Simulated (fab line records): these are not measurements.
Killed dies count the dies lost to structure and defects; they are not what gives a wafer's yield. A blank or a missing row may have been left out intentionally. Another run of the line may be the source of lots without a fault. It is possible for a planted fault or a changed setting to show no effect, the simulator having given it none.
Split-lot experiment -- flow gf180mcu -- on a route of 602 steps: 5 lots, 23 wafers read

THE SPLIT
At GF_PASSIVATION_STRIP_12 (strips in O2/N2), the setting power_w was moved away from the recipe's 1400 W on 5 of the 23 wafers read, by -11.2% to +7.5%. All remaining wafers had this setting at the recipe value.

The reading is taken at the split's own step.

THE READING
oes_product_au, in a.u., at GF_PASSIVATION_STRIP_12 (strips in O2/N2). A value of 0.719 a.u. with a standard deviation of 0.0045 a.u. is what fault-free wafers of this fab line usually give.

wafer,"tool, chamber at the split","power_w as run, W",against the recipe,"oes_product_au, a.u.",against lot-mates on the recipe
L076.3,"plasma_asher-03, 1",1400,recipe,0.715,-
L076.4,"plasma_asher-03, 0",1400,recipe,0.709,-
L076.6,"plasma_asher-03, 1",1400,recipe,0.725,-
L075.1,"plasma_asher-01, 0",1243,-11.2%,0.676,-0.042
L075.3,"plasma_asher-01, 0",1243,-11.2%,0.671,-0.047
L075.4,"plasma_asher-01, 1",1400,recipe,0.716,-
L075.5,"plasma_asher-01, 1",1400,recipe,0.716,-
L075.6,"plasma_asher-01, 0",1400,recipe,0.722,-
L079.2,"plasma_asher-03, 1",1400,recipe,0.716,-
L079.3,"plasma_asher-03, 0",1400,recipe,0.711,-
L079.4,"plasma_asher-03, 1",1400,recipe,0.723,-
L079.5,"plasma_asher-03, 0",1400,recipe,0.715,-
L079.6,"plasma_asher-03, 1",1400,recipe,0.715,-
L083.1,"plasma_asher-01, 1",1400,recipe,0.724,-
L083.2,"plasma_asher-01, 0",1400,recipe,0.719,-
L083.3,"plasma_asher-01, 0",1400,recipe,0.720,-
L083.5,"plasma_asher-01, 1",1400,recipe,0.717,-
L083.6,"plasma_asher-01, 0",1400,recipe,0.717,-
L084.1,"plasma_asher-02, 1",1505,+7.5%,0.755,+0.033
L084.2,"plasma_asher-02, 0",1400,recipe,0.722,-
L084.3,"plasma_asher-02, 1",1505,+7.5%,0.745,+0.023
L084.4,"plasma_asher-02, 0",1505,+7.5%,0.753,+0.031
L084.6,"plasma_asher-02, 1",1400,recipe,0.722,-

THE FIT
A straight line over all 23 wafers: oes_product_au changes by +0.00414 a.u. for each +1% of power_w; r = +0.97; the points scatter about the line by 0.0045 a.u.
The same after taking each lot's own level away (the mean of its wafers on the recipe; 23 wafers): +0.00393 a.u. for each +1%; r = +0.98; scatter 0.004 a.u.
The reading moves by 0.044 a.u. for the largest change in power_w, on that fit.
Measured against the standard deviation above, the lots' own levels, which go from 0.7160 to 0.7220 a.u., span 1.3 times it.
The two slopes agree, so the slope changes little with the lot-to-lot level.
Check: with one of the wafers moved furthest among these (-11.2%) left out of the fit, the line predicts -0.0453 a.u. for it against its lot-mates. Against them it came out at -0.042 a.u.
Tool readings at the split's step, against how far the setting was moved: oes_product_au r = +0.97; strip_time_to_endpoint_s r = -0.98.

OTHER SPLITS ON THESE WAFERS
Other splits were also applied to these wafers ahead of the reading. Each is held against what the fit with the lots' levels taken away leaves over:
other split on the same wafers,wafers away from the commonest value,r with oes_product_au (lot level and that fit taken away)
GF_TOP_METAL_DEVELOP_13 dev_temp_c,10,-0.18

THE WHOLE CHAIN: every reading that the file lists as answering this split, in the file's order
step,what it does,reading,change (the file's fit),r (the file's)
GF_PASSIVATION_STRIP_12,strips in O2/N2,oes_product_au,+0.00393 a.u. for each +1% of the setting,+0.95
GF_PASSIVATION_STRIP_12,strips in O2/N2,strip_time_to_endpoint_s,withheld for each +1% of the setting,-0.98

THE FILE'S OWN FIT
oes_product_au changes by +0.00393 a.u. for each +1% of power_w, r = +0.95.
